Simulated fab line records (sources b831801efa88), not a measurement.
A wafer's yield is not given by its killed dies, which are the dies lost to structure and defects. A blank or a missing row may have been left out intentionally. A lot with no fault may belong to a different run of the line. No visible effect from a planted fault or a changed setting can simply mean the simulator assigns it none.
A lot that was struck, set against a sound lot | flow gf180mcu | 16 out of 602 route steps
Sound: the wafers L513.2, L513.3, L513.4. The struck wafers were L519.1, L519.2, L519.3. The cause is given at the end.
Order at every step that has rows: each side's tool, ch and its chambers, its first start. Under that, the readings that differ: sound wafers | struck wafers | difference of the means | sigmas: that difference in standard deviations of wafers without a fault.
alike: same words and numbers on both sides, and readings whose means sit less than 2 such deviations apart. not compared: any withheld reading, any reading some wafer has no value for, any bound like >300 that may hide the same value, and any number with overlapping values for which the record gives no deviation.
A row with sigmas, a row that says differs or no value, or rows on one side alone: a step with any of these is where the two part. Numbers that have no deviation but don't overlap get no sigmas and don't part them. A reading missing from all wafers of one side parts the sides only when that side holds two or more wafers.

GF_NSD_CD_MEAS_07: the cd target is 400 nm.
  sound on cdSem-01 at day 18 23:47; struck on cdSem-01 at day 20 23:11
reading   | sound             | struck            | difference | sigmas
cdNm (nm) | 396.6 398.7 396.5 | 403.4 402.1 401.4 | +5.0       | +3
GF_NSD_OVL_MEAS_08:
  sound on overlay-02 at day 18 23:53; struck on overlay-01 at day 20 23:19
  alike: NSD_OVL
then, 2 steps without rows for these wafers: GF_NSD_IMPLANT_09; GF_NSD_IMPLANT_10.
GF_NSD_STRIP_11: strips in O2/N2.
  sound on plasmaAsher-01 ch 0,1, day 19 00:13; struck on plasmaAsher-03 ch 0,1, day 20 23:38
  alike: drypumpMotorCurrentA, heaterPowerW, oesProductAu, stripTimeToEndpointS
  not compared: rfHoursCounterH
GF_NSD_TW_MEAS_12:
  sound on filmMetro-04 at day 19 00:20; struck on filmMetro-01 at day 20 23:44
  alike: NSD_TW
then, 6 steps without rows for these wafers: GF_PSD_DEHYDRATE_00 (time 60 s); GF_PSD_HMDS_01 (prime time 60 s); GF_PSD_COAT_02 (resist thk 1000 nm); GF_PSD_SOFTBAKE_03 (time 60 s); GF_PSD_EXPOSE_04 (exposes mask Pplus, target cd 400 nm); GF_PSD_PEB_05.
GF_PSD_DEVELOP_06: develop time 60 s.
  sound on lithoTrack-01 ch 0, day 20 00:49; struck on lithoTrack-03 ch 0, day 22 00:46
GF_PSD_CD_MEAS_07: the cd target is 400 nm.
  sound on cdSem-01 at day 20 00:58; struck on cdSem-02 at day 22 00:55
reading   | sound             | struck            | difference | sigmas
cdNm (nm) | 397.9 397.5 399.6 | 409.1 407.3 408.9 | +10.1      | +5
GF_PSD_OVL_MEAS_08:
  sound on overlay-02 at day 20 01:04; struck on overlay-01 at day 22 01:02
  alike: PSD_OVL
GF_PASSIVATION_PROBE_99:
  the record holds rows for the sound wafers here (prober-01, day 34 08:28) but none for the struck ones

## WHERE THEY PART
Last at GF_PASSIVATION_PROBE_99 as far as this record goes, first at GF_NSD_CD_MEAS_07.

WHY: whatever the simulator had introduced
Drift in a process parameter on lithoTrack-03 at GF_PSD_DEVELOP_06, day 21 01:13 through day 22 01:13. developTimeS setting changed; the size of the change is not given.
